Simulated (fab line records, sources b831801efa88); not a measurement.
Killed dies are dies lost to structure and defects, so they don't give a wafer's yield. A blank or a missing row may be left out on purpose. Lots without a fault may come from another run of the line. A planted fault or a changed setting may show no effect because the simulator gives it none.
One fault seen from 2 desks | flow sky130 | each desk has only its own numbers; what lay behind them comes last

THE METROLOGY DESK
What the gauges read, lot by lot, whatever tool the lot ran on: means of the sampled wafers that have a number. A lot is out of limits, marked OUT, if its mean lies more than 4 standard deviations from the usual mean; the brackets give that distance.
Columns: A = cd_nm at SKY_METAL3_CD_MEAS_13, usual 300.3 nm; B = METAL3_OVL at SKY_METAL3_OVL_MEAS_14, usual -1 nm
lot  | first seen here | A     | B
L939 | day 39 06:56    | 298.4 | -1
L942 | day 40 18:49    | 300.8 | -1
L943 | day 40 22:02    | 298.4 | 5
L952 | day 43 09:29    | 303.2 | 1
L953 | day 43 18:11    | 302.1 | -9
L955 | day 44 01:24    | 298.6 | 2
This desk's finding: nothing out of limits on any of the 6 lots.

THE TOOL OWNER'S DESK: rie_metal-01
The tool's own readings at SKY_METAL3_METAL_ETCH_18 (etches the open film in Cl2/BCl3, stops on SiO2, target depth 845 nm, time 183.1 s): means of the sampled wafers that have a number, for each lot that ran on this tool. A lot is out of limits, marked OUT, if its mean lies more than 4 standard deviations from the usual mean; the brackets give that distance.
Columns: A = drypump_motor_current_A at SKY_METAL3_METAL_ETCH_18, usual 5.8 A; B = he_backside_leak_sccm at SKY_METAL3_METAL_ETCH_18, usual 3.45 sccm; C = oes_product_au at SKY_METAL3_METAL_ETCH_18, usual 0.867 a.u.; D = run_length_s at SKY_METAL3_METAL_ETCH_18, usual 211.4 s; E = throttle_valve_pct at SKY_METAL3_METAL_ETCH_18, usual 22.264 %
lot  | first seen here | A   | B    | C     | D               | E
L939 | day 39 07:14    | 5.9 | 3.34 | 0.866 | 211.6           | 22.268
L942 | day 40 19:16    | 5.9 | 3.53 | 0.846 | 222.7 (+27) OUT | 22.261
L943 | day 40 22:20    | 5.0 | 3.28 | 0.842 | 223.0 (+28) OUT | 22.269
This desk's finding: out of limits on L942, L943; first on L942, day 40 19:16 (run_length_s at SKY_METAL3_METAL_ETCH_18). In limits: L939.

PUT TOGETHER
The tool owner's desk could have raised an alarm at day 40 19:16, on L942, L943.
The metrology desk saw nothing out of limits.
The metrology desk has L942, L943 on record, within its limits.
Of the lots named, all ran SKY_METAL3_METAL_ETCH_18 on rie_metal-01.

WHAT THE SIMULATOR HAD PUT IN
Process parameter drift: rie_metal-01, from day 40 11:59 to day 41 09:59, at SKY_METAL3_METAL_ETCH_18. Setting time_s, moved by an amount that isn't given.
Lots struck among those shown: L942, L943.
Hours from the fault's start to each desk's first reading out of limits: the tool owner's desk, 7.
